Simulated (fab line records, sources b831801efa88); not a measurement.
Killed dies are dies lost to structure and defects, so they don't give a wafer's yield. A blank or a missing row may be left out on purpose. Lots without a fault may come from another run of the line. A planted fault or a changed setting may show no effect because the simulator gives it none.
Which tool did it? | flow sky130 | 11 lots, 33 wafers sampled, at 5 steps of a route of 708

WHAT THE GAUGES READ, wafer by wafer
SKY_VIA2_BOW_MEAS_03. Usual: VIA2_BOW 87 um, standard deviation 7.6.
lot  | measured     | on            | VIA2_BOW (um) | flag
L513 | day 35 11:48 | film_metro-01 | 85 96 87      |
L514 | day 36 01:23 | film_metro-03 | 96 92 79      |
L515 | day 36 03:44 | film_metro-03 | 98 85 88      |
L518 | day 37 02:30 | film_metro-01 | 80 85 99      |
L519 | day 37 12:27 | film_metro-01 | 86 81 93      |
L520 | day 38 00:43 | film_metro-04 | 104 108 86    |
L521 | day 38 03:46 | film_metro-01 | 75 70 82      |
L524 | day 38 19:30 | film_metro-01 | 85 99 89      |
L532 | day 41 00:48 | film_metro-01 | 89 89 75      |
L533 | day 41 09:28 | film_metro-01 | 91 91 92      |
L535 | day 42 05:17 | film_metro-03 | 80 74 94      |

SKY_CAPM_THK_MEAS_01. Usual: CAPM_CVD_00_THK 15.4 nm, standard deviation 0.36.
lot  | measured     | on            | CAPM_CVD_00_THK (nm)          | flag
L513 | day 36 15:42 | film_metro-03 | 15.2 14.8 15.4                |
L514 | day 37 05:34 | film_metro-03 | 15.1 15.8 15.5                |
L515 | day 37 07:47 | film_metro-02 | 15.2 15.2 14.8                |
L518 | day 38 06:01 | film_metro-01 | 14.8 15.0 14.9                |
L519 | day 38 15:50 | film_metro-01 | 14.9 15.1 15.6                |
L520 | day 39 04:14 | film_metro-01 | 15.6 15.4 15.4                |
L521 | day 39 06:56 | film_metro-03 | 15.6 15.1 15.1                |
L524 | day 39 22:06 | film_metro-02 | 15.3 15.6 16.1                |
L532 | day 42 01:17 | film_metro-02 | 18.7 19.6 19.3 18.7 19.7 19.3 | OFF
L533 | day 42 10:25 | film_metro-02 | 19.3 19.4 19.8 19.3 19.4 19.8 | OFF
L535 | day 43 06:16 | film_metro-02 | 15.3 15.1 15.8                |

SKY_CAPM_RS_MEAS_03: measures by four-point-probe. Usual: CAPM_TIN_RS 6.92 ohm/sq, standard deviation 0.074.
lot  | measured     | on            | CAPM_TIN_RS (ohm/sq) | flag
L513 | day 36 15:52 | film_metro-03 | 7.00 6.99 6.97       |
L514 | day 37 05:45 | film_metro-03 | 6.99 7.02 6.94       |
L515 | day 37 07:59 | film_metro-03 | 6.90 6.97 6.88       |
L518 | day 38 06:11 | film_metro-02 | 6.92 6.84 6.94       |
L519 | day 38 16:02 | film_metro-02 | 6.95 6.95 6.90       |
L520 | day 39 04:24 | film_metro-03 | 6.89 6.89 6.87       |
L521 | day 39 07:06 | film_metro-02 | 6.98 6.89 6.87       |
L524 | day 39 22:17 | film_metro-01 | 7.03 6.85 7.01       |
L532 | day 42 03:21 | film_metro-03 | 6.89 6.93 6.92       |
L533 | day 42 14:20 | film_metro-01 | 6.94 6.89 6.93       |
L535 | day 43 06:26 | film_metro-01 | 6.78 6.84 6.89       |

WHICH TOOL RAN EACH LOT (tool, then ch and the chambers of the sampled wafers, then the start)
lot  | SKY_VIA2_ETCH_14                   | SKY_CAPM_CVD_00
L513 | rie_diel-01 ch 0,1,2, day 36 14:09 | pecvd-04 ch 1,2, day 36 15:41
L514 | rie_diel-02 ch 1,2,3, day 37 03:56 | pecvd-03 ch 0,2, day 37 05:31
L515 | rie_diel-01 ch 0,2, day 37 06:11   | pecvd-03 ch 0,1,2, day 37 07:45
L518 | rie_diel-02 ch 0,2, day 38 04:26   | pecvd-04 ch 1, day 38 05:58
L519 | rie_diel-02 ch 1,2, day 38 14:08   | pecvd-04 ch 1,2, day 38 15:48
L520 | rie_diel-02 ch 1,3, day 39 02:41   | pecvd-03 ch 0,1,2, day 39 04:13
L521 | rie_diel-02 ch 0,1,2, day 39 05:23 | pecvd-03 ch 0,1,2, day 39 06:55
L524 | rie_diel-04 ch 0,2,3, day 39 20:32 | pecvd-01 ch 0,1,2, day 39 22:04
L532 | rie_diel-01 ch 1,2,3, day 41 23:44 | pecvd-03 ch 0,1, day 42 01:16
L533 | rie_diel-04 ch 0,2, day 42 08:50   | pecvd-03 ch 0, day 42 10:21
L535 | rie_diel-02 ch 1,2, day 43 04:42   | pecvd-01 ch 0,1, day 43 06:13
- SKY_VIA2_ETCH_14: etches BARC in N2/H2, stops on SiO2, time 45.9 s, target depth 60 nm.
- SKY_CAPM_CVD_00: deposits SiO2, target thk 15.5 nm.

WHAT THE TOOLS THEMSELVES READ (means of the sampled wafers that have a number; where no wafer has one, the mark that the record gives instead)
SKY_VIA2_ETCH_14. Usual: chamber_pressure_mTorr 29.998 mTorr, standard deviation 0.026; drypump_motor_current_A 5.6 A, standard deviation 0.46; oes_product_au 0.854 a.u., standard deviation 0.0047; throttle_valve_pct 13.223 %, standard deviation 0.0085.
lot  | tool        | chamber_pressure_mTorr (mTorr) | drypump_motor_current_A (A) | oes_product_au (a.u.) | throttle_valve_pct (%) | flag
L513 | rie_diel-01 | 29.991                         | 5.7                         | 0.857                 | 13.224                 |
L514 | rie_diel-02 | 30.006                         | 5.7                         | 0.857                 | 13.222                 |
L515 | rie_diel-01 | 30.016                         | 5.5                         | 0.856                 | 13.228                 |
L518 | rie_diel-02 | 30.001                         | 6.0                         | 0.859                 | 13.227                 |
L519 | rie_diel-02 | 29.989                         | 5.9                         | 0.853                 | 13.223                 |
L520 | rie_diel-02 | 30.000                         | 5.6                         | 0.850                 | 13.219                 |
L521 | rie_diel-02 | 29.997                         | 5.5                         | 0.857                 | 13.216                 |
L524 | rie_diel-04 | 30.001                         | 5.4                         | 0.854                 | 13.224                 |
L532 | rie_diel-01 | 29.996                         | 5.9                         | 0.853                 | 13.216                 |
L533 | rie_diel-04 | 30.001                         | 5.2                         | 0.857                 | 13.219                 |
L535 | rie_diel-02 | 29.980                         | 5.4                         | 0.856                 | 13.227                 |

SKY_CAPM_CVD_00. Usual: heater_power_w 732 W, standard deviation 110.
lot  | tool     | heater_power_w (W) | flag
L513 | pecvd-04 | 663                |
L514 | pecvd-03 | 761                |
L515 | pecvd-03 | 798                |
L518 | pecvd-04 | 556                |
L519 | pecvd-04 | 601                |
L520 | pecvd-03 | 775                |
L521 | pecvd-03 | 808                |
L524 | pecvd-01 | 704                |
L532 | pecvd-03 | 819                |
L533 | pecvd-03 | 791                |
L535 | pecvd-01 | 650                |

THE ANSWER, worked out from the rows above alone
Rule: a lot is off if the mean of its wafers that have a number lies more than 3 standard deviations from the usual mean. A lot without any number at a reading at which 4 lots or more have one is off too. The other lots that the step has rows for count as sound. The gauges are gone through in route order, then the tools' own readings, and for those a lot's mean is taken as printed above. The first step at which some lot is off is used, and at that step the reading that is off furthest; a lot without a number counts as furthest.
Off: L532, L533, at SKY_CAPM_THK_MEAS_01 (CAPM_CVD_00_THK).
A tool fits if, at a process step before that reading, it ran every lot that is off, and no sound lot after the first of them. The gauges at SKY_CAPM_THK_MEAS_01 are tried like those tools. One fits: pecvd-03 at SKY_CAPM_CVD_00. Its last sound lot is L521 (day 39 06:55), its first lot that is off L532 (day 42 01:16): a fault that began between those two fits.

WHAT THE SIMULATOR HAD PUT IN
Process parameter drift: pecvd-03, from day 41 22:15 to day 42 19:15, at SKY_CAPM_CVD_00. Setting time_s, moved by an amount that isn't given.
Lots struck among those shown: L532, L533. The rule above found the same.
